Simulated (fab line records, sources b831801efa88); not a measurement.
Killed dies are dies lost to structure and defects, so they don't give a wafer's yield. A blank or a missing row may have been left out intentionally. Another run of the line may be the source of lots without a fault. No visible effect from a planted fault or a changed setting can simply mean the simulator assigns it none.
One fault through the eyes of 2 desks    flow sky130    only its own numbers are on each desk; what lay behind them is given at the end

## METROLOGY DESK
Means of the sampled wafers that have a number, per lot and without regard to the tool the lot ran on: this is what the gauges read. The brackets show how far a lot's mean lies from the usual mean; more than 4 standard deviations puts the lot out of limits, marked OUT.
Columns: A = SONOS_ONO_CVD_04_THK at SKY_SONOS_ONO_THK_MEAS_05, usual 5.71 nm; B = cd_nm at SKY_SONOS_ONO_CD_MEAS_13, usual 410.1 nm; C = SONOS_ONO_OVL at SKY_SONOS_ONO_OVL_MEAS_14, usual 0.4 nm; D = GATE_OXIDE_OXIDATION_00_THK at SKY_GATE_OXIDE_THK_MEAS_02, usual 10.20 nm; E = GATE_OXIDE_OVL at SKY_GATE_OXIDE_OVL_MEAS_10, usual 0.5 nm; F = GATE_OXIDE_TW at SKY_GATE_OXIDE_TW_MEAS_14, usual 223.7; G = POLY_GATE_CVD_00_THK at SKY_POLY_GATE_THK_MEAS_01, usual 179.0 nm
lot   first seen here  A     B      C     D      E     F      G
L172  day 12 12:28     5.95  413.0  -1.5  10.08  0.2   221.1  179.1
L180  day 15 18:55     5.92  408.5  -0.7  10.20  0.8   222.1  181.1
L183  day 16 14:17     5.62  410.1  -0.1  10.32  -0.1  223.4  178.0
L186  day 17 17:40     5.73  408.0  1.1   9.96   2.4   225.0  180.7
L190  day 18 14:41     5.64  411.1  1.7   10.14  -0.0  224.7  176.4
L192  day 19 02:32     5.73  407.3  0.2   10.07  0.8   225.0  181.4
Finding of this desk: none of the 6 lots has anything out of limits.

## DESK OF THE TOOL OWNER: wet_bench-02
The tool's own readings at SKY_SONOS_ONO_WET_ETCH_16 (etches SiO2 in dHF, target depth 14 nm, time 280 s): means of the sampled wafers that have a number, for each lot that ran on this tool. The brackets show how far a lot's mean lies from the usual mean; more than 4 standard deviations puts the lot out of limits, marked OUT.
Columns: A = run_length_s at SKY_SONOS_ONO_WET_ETCH_16, usual 307 s; B = temp_c at SKY_SONOS_ONO_WET_ETCH_16, usual 25.01 C
lot   first seen here  A              B
L180  day 16 23:01     118 (-48) OUT  25.15
L183  day 17 19:01     119 (-48) OUT  25.11
L190  day 19 20:59     305            25.07
This desk finds L180, L183 out of limits, L180 being first, at day 16 23:01 (run_length_s at SKY_SONOS_ONO_WET_ETCH_16). In limits: L190.

## ALL TOGETHER
The tool owner's desk had the chance to raise an alarm at day 16 23:01 on L180, L183.
Metrology desk: nothing out of limits seen.
The metrology desk holds a record of L180, L183, inside its limits.
Every lot named ran SKY_SONOS_ONO_WET_ETCH_16 on wet_bench-02.

## WHAT THE SIMULATOR HAD INSERTED
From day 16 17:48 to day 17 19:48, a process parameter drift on wet_bench-02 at SKY_SONOS_ONO_WET_ETCH_16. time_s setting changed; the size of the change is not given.
Struck lots among those shown: L180, L183.
Time in hours from fault onset to the first out-of-limits reading at each desk: the tool owner's desk, 5.
